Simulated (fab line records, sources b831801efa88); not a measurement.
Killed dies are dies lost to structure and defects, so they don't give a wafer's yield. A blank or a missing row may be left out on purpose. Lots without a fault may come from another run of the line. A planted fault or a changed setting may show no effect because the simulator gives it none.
Which tool did it? | flow gf180mcu | 14 lots, 42 wafers sampled, at 3 steps of a route of 602

WHAT THE GAUGES READ, wafer by wafer
GF_CONTACT_BOW_MEAS_05. Usual: CONTACT_BOW 65 um, standard deviation 7.4.
lot  | measured     | on            | CONTACT_BOW (um) | flag
L204 | day 15 03:08 | film_metro-01 | 56 67 62         |
L206 | day 15 23:55 | film_metro-01 | 65 65 53         |
L208 | day 16 15:16 | film_metro-01 | 57 72 68         |
L209 | day 16 19:41 | film_metro-02 | 75 65 66         |
L210 | day 17 10:02 | film_metro-01 | 64 67 56         |
L211 | day 17 17:33 | film_metro-02 | 66 83 69         |
L212 | day 18 03:00 | film_metro-03 | 68 59 62         |
L214 | day 18 22:29 | film_metro-03 | 68 68 60         |
L215 | day 19 04:41 | film_metro-03 | 72 79 74         |
L216 | day 19 14:50 | film_metro-01 | 78 72 65         |
L217 | day 19 21:40 | film_metro-01 | 66 59 75         |
L225 | day 22 13:10 | film_metro-02 | 55 67 61         |
L226 | day 23 02:29 | film_metro-02 | 68 62 62         |
L227 | day 23 09:35 | film_metro-03 | 65 69 69         |

WHICH TOOL RAN EACH LOT (tool, then ch and the chambers of the sampled wafers, then the start)
lot  | GF_SALICIDE_SPUTTER_03       | GF_SALICIDE_RTA_08
L204 | pvd_sputter-02, day 15 02:05 | rtp_anneal-02 ch 0, day 15 02:30
L206 | pvd_sputter-04, day 15 22:52 | rtp_anneal-01 ch 0, day 15 23:16
L208 | pvd_sputter-02, day 16 14:11 | rtp_anneal-01 ch 0, day 16 14:38
L209 | pvd_sputter-04, day 16 18:39 | rtp_anneal-02 ch 0, day 16 19:02
L210 | pvd_sputter-02, day 17 09:00 | rtp_anneal-01 ch 0, day 17 09:24
L211 | pvd_sputter-04, day 17 16:29 | rtp_anneal-02 ch 0, day 17 16:55
L212 | pvd_sputter-03, day 18 01:54 | rtp_anneal-01 ch 0, day 18 02:18
L214 | pvd_sputter-03, day 18 21:26 | rtp_anneal-02 ch 0, day 18 21:51
L215 | pvd_sputter-02, day 19 03:39 | rtp_anneal-01 ch 0, day 19 04:04
L216 | pvd_sputter-04, day 19 13:48 | rtp_anneal-01 ch 0, day 19 14:12
L217 | pvd_sputter-02, day 19 20:35 | rtp_anneal-01 ch 0, day 19 21:01
L225 | pvd_sputter-03, day 22 12:08 | rtp_anneal-02 ch 0, day 22 12:32
L226 | pvd_sputter-03, day 23 01:00 | rtp_anneal-02 ch 0, day 23 01:24
L227 | pvd_sputter-02, day 23 08:26 | rtp_anneal-01 ch 0, day 23 08:54
- GF_SALICIDE_SPUTTER_03: material TiN, target thk 20 nm, time 16.7 s.
- GF_SALICIDE_RTA_08: time 30 s.

WHAT THE TOOLS THEMSELVES READ (means of the sampled wafers that have a number; where no wafer has one, the mark that the record gives instead)
GF_SALICIDE_SPUTTER_03. Usual: throttle_valve_pct 30.3 %, standard deviation 0.71.
lot  | tool           | throttle_valve_pct (%) | flag
L204 | pvd_sputter-02 | 30.2                   |
L206 | pvd_sputter-04 | 30.3                   |
L208 | pvd_sputter-02 | 30.7                   |
L209 | pvd_sputter-04 | 30.0                   |
L210 | pvd_sputter-02 | 30.6                   |
L211 | pvd_sputter-04 | 30.2                   |
L212 | pvd_sputter-03 | 30.3                   |
L214 | pvd_sputter-03 | 30.1                   |
L215 | pvd_sputter-02 | 30.4                   |
L216 | pvd_sputter-04 | 30.1                   |
L217 | pvd_sputter-02 | 30.3                   |
L225 | pvd_sputter-03 | 29.7                   |
L226 | pvd_sputter-03 | 30.6                   |
L227 | pvd_sputter-02 | 30.0                   |

GF_SALICIDE_RTA_08. Usual: chamber_o2_ppm 2.002, standard deviation 0.022; lamp_power_pct 16.3 %, standard deviation 0.52; wafer_temp_C_max 804.3, standard deviation 2.4.
lot  | tool          | chamber_o2_ppm | lamp_power_pct (%) | wafer_temp_C_max | flag
L204 | rtp_anneal-02 | 1.986          | 15.7               | 807.3            |
L206 | rtp_anneal-01 | 1.997          | 16.8               | 801.6            |
L208 | rtp_anneal-01 | 2.014          | 16.8               | 802.4            |
L209 | rtp_anneal-02 | 1.993          | 15.8               | 806.5            |
L210 | rtp_anneal-01 | 2.002          | 16.8               | 802.2            |
L211 | rtp_anneal-02 | 2.013          | 15.8               | 806.5            |
L212 | rtp_anneal-01 | 2.001          | 16.8               | 801.7            |
L214 | rtp_anneal-02 | 1.992          | 15.7               | 806.6            |
L215 | rtp_anneal-01 | 2.000          | 16.8               | 802.2            |
L216 | rtp_anneal-01 | 1502.000       | 16.8               | 801.6            | OFF
L217 | rtp_anneal-01 | 1502.000       | 16.8               | 801.7            | OFF
L225 | rtp_anneal-02 | 2.003          | 15.8               | 806.6            |
L226 | rtp_anneal-02 | 1.991          | 15.7               | 806.7            |
L227 | rtp_anneal-01 | 1.985          | 16.8               | 802.1            |

THE ANSWER, worked out from the rows above alone
Rule: a lot is off if the mean of its wafers that have a number lies more than 3 standard deviations from the usual mean. A lot without any number at a reading at which 4 lots or more have one is off too. The other lots that the step has rows for count as sound. The gauges are gone through in route order, then the tools' own readings, and for those a lot's mean is taken as printed above. The first step at which some lot is off is used, and at that step the reading that is off furthest; a lot without a number counts as furthest.
Off: L216, L217, at GF_SALICIDE_RTA_08 (chamber_o2_ppm).
A tool fits if, at that step or a process step before it, it ran every lot that is off, and no sound lot after the first of them. None of those tried fits.

WHAT THE SIMULATOR HAD PUT IN
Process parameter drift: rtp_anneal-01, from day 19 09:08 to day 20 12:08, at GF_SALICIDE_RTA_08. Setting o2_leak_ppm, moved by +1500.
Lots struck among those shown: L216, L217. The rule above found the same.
